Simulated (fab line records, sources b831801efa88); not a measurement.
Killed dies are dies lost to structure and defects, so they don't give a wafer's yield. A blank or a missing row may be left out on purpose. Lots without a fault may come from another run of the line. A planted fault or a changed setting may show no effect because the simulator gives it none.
A struck lot beside a sound one | flow sky130 | 15 steps out of a route of 708
Sound: wafers L367.2, L367.3, L367.4. Struck: wafers L371.3, L371.4, L371.6. The cause comes at the end.
At each step with rows: each side's tool, then ch and its chambers, then its first start. Under that, the readings that differ: sound wafers | struck wafers | difference of the means | sigmas: that difference in standard deviations of wafers without a fault.
alike: readings whose means differ by less than 2 such deviations, and words and numbers that are the same on both sides. not compared: withheld readings, readings that some wafer has no value for, bounds like >300 that may hide the same value, and numbers for which the record gives no deviation and whose values overlap.
The two part at a step that has a row with sigmas, a row that says differs or no value, or rows on one side only. Numbers that don't overlap but have no deviation are shown without sigmas and don't part them. A reading that every wafer of one side lacks parts them only if that side has two wafers or more.

first, 8 steps without rows for these wafers: SKY_VIA1_DEHYDRATE_04 (time 60 s); SKY_VIA1_HMDS_05 (prime time 60 s); SKY_VIA1_COAT_06 (resist thk 60 nm); SKY_VIA1_COAT_07 (resist thk 450 nm); SKY_VIA1_SOFTBAKE_08 (time 90 s); SKY_VIA1_EXPOSE_09 (exposes mask VIM, target cd 150 nm); SKY_VIA1_PEB_10; SKY_VIA1_DEVELOP_11 (develop time 60 s).
SKY_VIA1_CD_MEAS_12: target cd 150 nm.
  sound on cd_sem-02, day 34 23:28; struck on cd_sem-02, day 36 05:50
  alike: cd_nm
SKY_VIA1_OVL_MEAS_13:
  sound on overlay-02, day 34 23:34; struck on overlay-02, day 36 05:55
  alike: VIA1_OVL
SKY_VIA1_ETCH_14: etches BARC in N2/H2, stops on SiO2, time 45.9 s, target depth 60 nm.
  sound on rie_diel-01 ch 0,1,3, day 34 23:35; struck on rie_diel-03 ch 0,2, day 36 05:56
  alike: bias_w, drypump_motor_current_A, oes_product_au, throttle_valve_pct
  not compared: rf_hours_counter_h
SKY_VIA1_ETCH_15: etches SiO2 in C4F8/O2/Ar, stops on TiN, target depth 351 nm, time 54 s.
  sound on rie_diel-01 ch 0,1,3, day 34 23:38; struck on rie_diel-03 ch 0,2, day 36 05:59
  alike: bias_w, oes_product_au
SKY_VIA1_STRIP_16: strips in O2/N2.
  sound on plasma_asher-03 ch 0,1, day 34 23:41; struck on plasma_asher-02 ch 0,1, day 36 06:04
  no value came back on the struck wafers for any of 5 readings (chamber_pressure_mTorr (mTorr), drypump_motor_current_A (A) and others); on the sound wafers chamber_pressure_mTorr (mTorr) reads 1500.3 1499.7 1501.4
  reading                                     | sound | struck            | difference | sigmas
  model.KrF-thick_of_VIA1_COAT_07.thk_nm (nm) | 0 0 0 | 326.3 321.6 326.3 | +324.7     |
  not compared: rf_hours_counter_h
then, 1 step without rows for these wafers: SKY_VIA1_STRIP_17 (strips in post etch residue remover, time 1200 s).
-- the record jumps here: 11 days lie between the struck wafers' starts before and after (it left off in module VIA1 and takes up again in module PAD_OPEN, whose first step shown is number 708 of the route) --
SKY_PAD_OPEN_PROBE_99:
  sound on prober-02, day 46 10:34; struck on prober-01, day 47 10:40
  reading                  | sound          | struck         | difference | sigmas
  defect_limited_yield (%) | 84.6 83.1 82.9 | 0 0 0          | -84        | -46
  killed_at_M0_to_M3       | 37 44 41       | 458 463 451    | +417       | +64
  killed_dies              | 76 83 84       | 492 492 492    | +411       | +46
  killed_on_rim            | 12 21 10       | 96 96 96       | +82        | +22
  sort_bin_5_function (%)  | 10.0 10.0 11.0 | 93.5 93.1 91.9 | +82.5      | +59
  sort_n_pass              | 416 409 408    | 0 0 0          | -411       | -46
  sort_yield_pct (%)       | 84.6 83.1 82.9 | 0 0 0          | -84        | -46
  alike: killed_at_M4_up, killed_at_contacts, killed_at_front_end, killed_at_other, killed_open, killed_short, sort_bin_3_pad_short, sort_bin_6_memory

WHERE THEY PART
First at SKY_VIA1_STRIP_16; last, within this record, at SKY_PAD_OPEN_PROBE_99.

WHY: what the simulator had put in
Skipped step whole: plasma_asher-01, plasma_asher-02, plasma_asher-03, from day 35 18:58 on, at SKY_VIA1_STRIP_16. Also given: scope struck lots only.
